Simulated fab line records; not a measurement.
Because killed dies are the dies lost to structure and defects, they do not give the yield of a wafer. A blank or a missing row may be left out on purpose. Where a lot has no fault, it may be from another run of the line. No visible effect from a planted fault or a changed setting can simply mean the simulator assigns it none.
Shared-tool check :: flow sky130 :: 33 wafers sampled across 11 lots

== THE REASON FOR OPENING IT ==
Of 11 lots, 2 have the reading VIA4_HDPCVD_THK flagged at SKY_VIA4_THK_MEAS_01. No-fault wafers: 1752 nm, standard deviation 17.
Rule: a lot is flagged in two cases, either no wafer of it has a number, or all its wafers with numbers fall more than 4 standard deviations from that mean. The other lots count as sound.

lot: L506
measured: day 41 14:34
on: film_metro-04
VIA4_HDPCVD_THK (nm), wafer by wafer: 1751 1765 1755
flag: 

lot: L508
measured: day 42 04:47
on: film_metro-03
VIA4_HDPCVD_THK (nm), wafer by wafer: 1757 1793 1770
flag: 

lot: L509
measured: day 42 09:38
on: film_metro-01
VIA4_HDPCVD_THK (nm), wafer by wafer: 1787 1778 1770
flag: 

lot: L510
measured: day 43 11:06
on: film_metro-03
VIA4_HDPCVD_THK (nm), wafer by wafer: 1739 1737 1752
flag: 

lot: L512
measured: day 44 08:14
on: film_metro-03
VIA4_HDPCVD_THK (nm), wafer by wafer: 1761 1739 1755
flag: 

lot: L511
measured: day 44 09:14
on: film_metro-04
VIA4_HDPCVD_THK (nm), wafer by wafer: 1749 1742 1748
flag: 

lot: L514
measured: day 44 12:19
on: film_metro-01
VIA4_HDPCVD_THK (nm), wafer by wafer: 1774 1747 1765
flag: 

lot: L515
measured: day 44 13:50
on: film_metro-04
VIA4_HDPCVD_THK (nm), wafer by wafer: 1736 1741 1731
flag: 

lot: L513
measured: day 44 15:49
on: film_metro-03
VIA4_HDPCVD_THK (nm), wafer by wafer: 1754 1759 1746
flag: 

lot: L517
measured: day 44 22:27
on: film_metro-03
VIA4_HDPCVD_THK (nm), wafer by wafer: 2645 2606 2615
flag: FLAGGED

lot: L519
measured: day 45 15:08
on: film_metro-01
VIA4_HDPCVD_THK (nm), wafer by wafer: 2635 2618 2624
flag: FLAGGED
Average over the flagged lots: 2624 nm; offset from the usual +872 nm, equal to +51 standard deviations.

== TOOL THAT RAN EACH LOT ==
The record holds 3 process steps before the reading, out of a route of 708 steps. Read each cell as the tool, then ch plus the chambers that the sampled wafers visited, then the start.
lot: L506
flag: 
SKY_VIA3_CMP_24: cmp-01 ch 0,1, day 39 15:25
SKY_METAL4_SPUTTER_02: pvd_sputter-04, day 39 15:46
SKY_VIA4_HDPCVD_00: hdpcvd-01 ch 0,1, day 41 14:23

lot: L508
flag: 
SKY_VIA3_CMP_24: cmp-01 ch 1,2,3, day 40 04:44
SKY_METAL4_SPUTTER_02: pvd_sputter-01, day 40 04:56
SKY_VIA4_HDPCVD_00: hdpcvd-01 ch 1,2, day 42 04:36

lot: L509
flag: 
SKY_VIA3_CMP_24: cmp-02 ch 0,2, day 40 10:34
SKY_METAL4_SPUTTER_02: pvd_sputter-03, day 40 10:55
SKY_VIA4_HDPCVD_00: hdpcvd-01 ch 0,1, day 42 09:27

lot: L510
flag: 
SKY_VIA3_CMP_24: cmp-02 ch 1,2,3, day 41 09:46
SKY_METAL4_SPUTTER_02: pvd_sputter-03, day 41 09:58
SKY_VIA4_HDPCVD_00: hdpcvd-01 ch 0,1,2, day 43 10:59

lot: L512
flag: 
SKY_VIA3_CMP_24: cmp-01 ch 1,3, day 42 08:18
SKY_METAL4_SPUTTER_02: pvd_sputter-04, day 42 08:36
SKY_VIA4_HDPCVD_00: hdpcvd-01 ch 0,1, day 44 08:04

lot: L511
flag: 
SKY_VIA3_CMP_24: cmp-01 ch 0,1, day 42 09:22
SKY_METAL4_SPUTTER_02: pvd_sputter-04, day 42 09:40
SKY_VIA4_HDPCVD_00: hdpcvd-01 ch 0,2, day 44 09:04

lot: L514
flag: 
SKY_VIA3_CMP_24: cmp-02 ch 0,3, day 42 12:22
SKY_METAL4_SPUTTER_02: pvd_sputter-01, day 42 12:43
SKY_VIA4_HDPCVD_00: hdpcvd-01 ch 0,1, day 44 12:08

lot: L515
flag: 
SKY_VIA3_CMP_24: cmp-02 ch 1,2,3, day 42 14:32
SKY_METAL4_SPUTTER_02: pvd_sputter-01, day 42 14:47
SKY_VIA4_HDPCVD_00: hdpcvd-02 ch 0,1,2, day 44 13:40

lot: L513
flag: 
SKY_VIA3_CMP_24: cmp-01 ch 0,1,3, day 42 16:21
SKY_METAL4_SPUTTER_02: pvd_sputter-03, day 42 16:39
SKY_VIA4_HDPCVD_00: hdpcvd-02 ch 0,1,2, day 44 15:38

lot: L517
flag: FLAGGED
SKY_VIA3_CMP_24: cmp-02 ch 1,2,3, day 43 00:41
SKY_METAL4_SPUTTER_02: pvd_sputter-03, day 43 01:02
SKY_VIA4_HDPCVD_00: hdpcvd-01 ch 0,1,2, day 44 22:16

lot: L519
flag: FLAGGED
SKY_VIA3_CMP_24: cmp-02 ch 0,2,3, day 43 16:14
SKY_METAL4_SPUTTER_02: pvd_sputter-03, day 43 16:36
SKY_VIA4_HDPCVD_00: hdpcvd-01 ch 0,1,2, day 45 14:58
What is done by these steps:
- SKY_VIA3_CMP_24: polishes, stops on SiO2, t overpolish 20 s, target thk 0 nm.
- SKY_METAL4_SPUTTER_02: material AlCu, target thk 735 nm, time 39.1 s.
- SKY_VIA4_HDPCVD_00: deposits SiO2, target thk 1750 nm, time 291.7 s.
- SKY_VIA4_THK_MEAS_01

== FLAGGED AGAINST TOTAL, ONE TOOL AT A TIME (gauges that did the reading follow at the end) ==
step: SKY_VIA3_CMP_24
tool: cmp-01
lots run: 5
flagged: 0
share of the flagged lots: none
sound lots run after its first flagged lot: -

step: SKY_VIA3_CMP_24
tool: cmp-02
lots run: 6
flagged: 2
share of the flagged lots: all
sound lots run after its first flagged lot: 0

step: SKY_METAL4_SPUTTER_02
tool: pvd_sputter-01
lots run: 3
flagged: 0
share of the flagged lots: none
sound lots run after its first flagged lot: -

step: SKY_METAL4_SPUTTER_02
tool: pvd_sputter-03
lots run: 5
flagged: 2
share of the flagged lots: all
sound lots run after its first flagged lot: 0

step: SKY_METAL4_SPUTTER_02
tool: pvd_sputter-04
lots run: 3
flagged: 0
share of the flagged lots: none
sound lots run after its first flagged lot: -

step: SKY_VIA4_HDPCVD_00
tool: hdpcvd-01
lots run: 9
flagged: 2
share of the flagged lots: all
sound lots run after its first flagged lot: 0

step: SKY_VIA4_HDPCVD_00
tool: hdpcvd-02
lots run: 2
flagged: 0
share of the flagged lots: none
sound lots run after its first flagged lot: -

step: SKY_VIA4_THK_MEAS_01
tool: film_metro-01
lots run: 3
flagged: 1
share of the flagged lots: some
sound lots run after its first flagged lot: 0

step: SKY_VIA4_THK_MEAS_01
tool: film_metro-03
lots run: 5
flagged: 1
share of the flagged lots: some
sound lots run after its first flagged lot: 0

step: SKY_VIA4_THK_MEAS_01
tool: film_metro-04
lots run: 3
flagged: 0
share of the flagged lots: none
sound lots run after its first flagged lot: -

== THE TABLE: WHAT IT ALLOWS ==
Rows of the table that ran every flagged lot, 3 in all: cmp-02 at SKY_VIA3_CMP_24, pvd_sputter-03 at SKY_METAL4_SPUTTER_02, hdpcvd-01 at SKY_VIA4_HDPCVD_00.
- cmp-02 at SKY_VIA3_CMP_24: 2 of its 6 lots flagged. Last sound lot L515 at day 42 14:32, first flagged lot L517 at day 43 00:41; a fault beginning in between fits.
- pvd_sputter-03 at SKY_METAL4_SPUTTER_02: 2 of its 5 lots flagged. Last sound lot L513 at day 42 16:39, first flagged lot L517 at day 43 01:02; a fault beginning in between fits.
- hdpcvd-01 at SKY_VIA4_HDPCVD_00: 2 of its 9 lots flagged. Last sound lot L514 at day 44 12:08, first flagged lot L517 at day 44 22:16; a fault beginning in between fits. Its own readings lie more than 4 standard deviations out on every wafer of the flagged lots: sih4_flow_sccm.
Counting lots can't tell these 3 tools apart, because each fits a fault that began at some hour. More lots, or a look at what each step does to the wafer, might.

== WHAT THE SIMULATOR HAD INSERTED ==
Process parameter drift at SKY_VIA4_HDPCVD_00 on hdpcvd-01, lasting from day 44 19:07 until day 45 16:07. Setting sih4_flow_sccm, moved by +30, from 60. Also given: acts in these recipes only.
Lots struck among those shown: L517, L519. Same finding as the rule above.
